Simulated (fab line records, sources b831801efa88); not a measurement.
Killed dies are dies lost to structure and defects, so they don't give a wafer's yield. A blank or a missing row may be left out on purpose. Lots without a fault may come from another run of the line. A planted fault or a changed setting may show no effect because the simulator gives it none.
Which tool did it? | flow gf180mcu | 13 lots, 39 wafers sampled, at 4 steps of a route of 602

WHAT THE GAUGES READ, wafer by wafer
GF_VT_IMPLANT_OVL_MEAS_07. Usual: VT_IMPLANT_OVL 0.2 nm, standard deviation 1.2.
lot  | measured     | on         | VT_IMPLANT_OVL (nm) | flag
L172 | day 5 14:29  | overlay-02 | -1.6 -2.0 -2.1      |
L173 | day 5 20:35  | overlay-01 | -0.7 -0.5 0.3       |
L174 | day 6 01:50  | overlay-02 | 0.1 0.5 -0.2        |
L176 | day 6 17:32  | overlay-01 | 0.1 0.8 0.1         |
L177 | day 6 20:29  | overlay-02 | 0.7 -0.2 -0.2       |
L178 | day 7 02:42  | overlay-02 | -3.0 -0.4 -2.3      |
L179 | day 7 15:09  | overlay-01 | -0.3 1.0 1.5        |
L185 | day 8 22:47  | overlay-02 | 1.2 -1.0 0.4        |
L188 | day 9 18:31  | overlay-02 | 0.3 -0.5 0.3        |
L189 | day 9 23:41  | overlay-02 | 0.0 -0.6 -0.6       |
L192 | day 10 20:20 | overlay-02 | 0.4 -0.7 0.4        |
L193 | day 11 01:00 | overlay-02 | -2.8 -0.8 -2.5      |
L194 | day 11 05:57 | overlay-01 | 2.6 1.1 0.9         |

GF_VT_IMPLANT_OVL_MEAS_40. Usual: VT_IMPLANT_03_OVL 0.5 nm, standard deviation 1.3.
lot  | measured     | on         | VT_IMPLANT_03_OVL (nm) | flag
L172 | day 7 12:08  | overlay-02 | 0.6 0.7 -0.5           |
L173 | day 7 19:17  | overlay-01 | 0.8 0.7 0.8            |
L174 | day 8 00:42  | overlay-01 | -0.5 1.3 0.5           |
L176 | day 8 17:11  | overlay-02 | 1.4 1.0 0.7            |
L177 | day 8 21:29  | overlay-02 | 0.3 0.1 0.1            |
L178 | day 9 04:20  | overlay-02 | -0.9 -1.1 0.5          |
L179 | day 9 18:23  | overlay-01 | 1.8 1.0 1.4            |
L185 | day 11 03:05 | overlay-01 | -0.1 1.3 1.5           |
L188 | day 12 01:05 | overlay-01 | 1.5 -0.3 1.4           |
L189 | day 12 06:29 | overlay-02 | 0.0 -1.0 -1.4          |
L192 | day 13 06:11 | overlay-01 | -0.1 1.0 0.4           |
L193 | day 13 12:02 | overlay-02 | -1.0 1.1 -0.9          |
L194 | day 13 16:36 | overlay-02 | -0.6 -1.4 -3.1         |

WHICH TOOL RAN EACH LOT (tool, then ch and the chambers of the sampled wafers, then the start)
lot  | GF_DNWELL_STRIP_08                  | GF_VT_IMPLANT_EXPOSE_37
L172 | plasma_asher-02 ch 0,1, day 2 19:59 | iline_stepper-01 ch 0, day 7 03:52
L173 | plasma_asher-04 ch 0,1, day 3 00:17 | iline_stepper-01 ch 0, day 7 11:20
L174 | plasma_asher-02 ch 0,1, day 3 05:05 | iline_stepper-02 ch 0, day 7 16:29
L176 | plasma_asher-02 ch 0,1, day 3 17:08 | iline_stepper-01 ch 0, day 8 08:35
L177 | plasma_asher-04 ch 0,1, day 3 20:39 | iline_stepper-01 ch 0, day 8 12:56
L178 | plasma_asher-02 ch 0,1, day 4 02:26 | iline_stepper-01 ch 0, day 8 20:11
L179 | plasma_asher-02 ch 0, day 4 12:09   | iline_stepper-02 ch 0, day 9 09:31
L185 | plasma_asher-02 ch 0,1, day 5 16:03 | iline_stepper-01 ch 0, day 10 18:31
L188 | plasma_asher-03 ch 0,1, day 6 08:50 | iline_stepper-01 ch 0, day 11 15:54
L189 | plasma_asher-04 ch 0,1, day 6 12:57 | iline_stepper-02 ch 0, day 11 21:11
L192 | plasma_asher-02 ch 0,1, day 7 06:54 | iline_stepper-02 ch 0, day 12 19:52
L193 | plasma_asher-02 ch 0,1, day 7 11:08 | iline_stepper-02 ch 0, day 13 02:43
L194 | plasma_asher-03 ch 0,1, day 7 15:01 | iline_stepper-02 ch 0, day 13 06:59
- GF_DNWELL_STRIP_08: strips in O2/N2.
- GF_VT_IMPLANT_EXPOSE_37: exposes mask Nwell HV AREA, target cd 860 nm.

WHAT THE TOOLS THEMSELVES READ (means of the sampled wafers that have a number; where no wafer has one, the mark that the record gives instead)
GF_DNWELL_STRIP_08. Usual: drypump_motor_current_A 5.87 A, standard deviation 0.29; heater_power_w 354 W, standard deviation 34; oes_product_au 0.723 a.u., standard deviation 0.0047; platen_temp_c 250.00 C, standard deviation 0.16; strip_time_to_endpoint_s 36.99 s, standard deviation 0.11.
lot  | tool            | drypump_motor_current_A (A) | heater_power_w (W) | oes_product_au (a.u.) | platen_temp_c (C) | strip_time_to_endpoint_s (s) | flag
L172 | plasma_asher-02 | 6.00                        | 356                | 0.721                 | 249.88            | 37.05                        |
L173 | plasma_asher-04 | 5.81                        | 378                | 0.725                 | 249.84            | 36.75                        |
L174 | plasma_asher-02 | 5.81                        | 367                | 0.725                 | 249.87            | 37.00                        |
L176 | plasma_asher-02 | 5.97                        | 354                | 0.721                 | 249.92            | 36.93                        |
L177 | plasma_asher-04 | 5.56                        | 339                | 0.724                 | 249.99            | 36.89                        |
L178 | plasma_asher-02 | 6.00                        | 360                | 0.721                 | 250.04            | 36.96                        |
L179 | plasma_asher-02 | 5.62                        | 379                | 0.722                 | 250.07            | 36.96                        |
L185 | plasma_asher-02 | 5.81                        | 368                | 0.720                 | 249.91            | 36.97                        |
L188 | plasma_asher-03 | 6.03                        | 277                | 0.721                 | 250.15            | 36.95                        |
L189 | plasma_asher-04 | 5.53                        | 332                | 0.724                 | 249.94            | 37.13                        |
L192 | plasma_asher-02 | 5.98                        | 357                | 0.728                 | 250.16            | 36.97                        |
L193 | plasma_asher-02 | 5.80                        | 364                | 0.720                 | 250.08            | 36.97                        |
L194 | plasma_asher-03 | 6.04                        | 285                | 0.722                 | 249.94            | 36.95                        |

GF_VT_IMPLANT_EXPOSE_37. Usual: exposure_dose_mJ_cm2 140.00, standard deviation 0.13; reticle_temp_C 23.00 C, standard deviation 0.095.
lot  | tool             | exposure_dose_mJ_cm2 | reticle_temp_C (C) | flag
L172 | iline_stepper-01 | 140.18               | 22.94              |
L173 | iline_stepper-01 | 140.00               | 23.09              |
L174 | iline_stepper-02 | 139.94               | 22.99              |
L176 | iline_stepper-01 | 139.79               | 23.08              |
L177 | iline_stepper-01 | 140.13               | 23.00              |
L178 | iline_stepper-01 | 139.93               | 23.01              |
L179 | iline_stepper-02 | 139.92               | 22.97              |
L185 | iline_stepper-01 | 154.57               | 23.02              | OFF
L188 | iline_stepper-01 | 154.66               | 23.03              | OFF
L189 | iline_stepper-02 | 140.01               | 22.94              |
L192 | iline_stepper-02 | 140.02               | 23.01              |
L193 | iline_stepper-02 | 140.15               | 22.94              |
L194 | iline_stepper-02 | 139.95               | 22.90              |

THE ANSWER, worked out from the rows above alone
Rule: a lot is off if the mean of its wafers that have a number lies more than 3 standard deviations from the usual mean. A lot without any number at a reading at which 4 lots or more have one is off too. The other lots that the step has rows for count as sound. The gauges are gone through in route order, then the tools' own readings, and for those a lot's mean is taken as printed above. The first step at which some lot is off is used, and at that step the reading that is off furthest; a lot without a number counts as furthest.
Off: L185, L188, at GF_VT_IMPLANT_EXPOSE_37 (exposure_dose_mJ_cm2).
A tool fits if, at that step or a process step before it, it ran every lot that is off, and no sound lot after the first of them. One fits: iline_stepper-01 at GF_VT_IMPLANT_EXPOSE_37. Its last sound lot is L178 (day 8 20:11), its first lot that is off L185 (day 10 18:31): a fault that began between those two fits.
The tool's own readings at GF_VT_IMPLANT_EXPOSE_37 bear it out: on the lots that are off they differ by more than 5 times the standard deviation of the sound lots' means. exposure_dose_mJ_cm2 reads 154.62 there against 140.00 on the sound lots.

WHAT THE SIMULATOR HAD PUT IN
Process parameter drift: iline_stepper-01, from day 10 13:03 on, at GF_VT_IMPLANT_EXPOSE_37. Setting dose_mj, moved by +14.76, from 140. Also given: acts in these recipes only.
Lots struck among those shown: L185, L188. The rule above found the same.
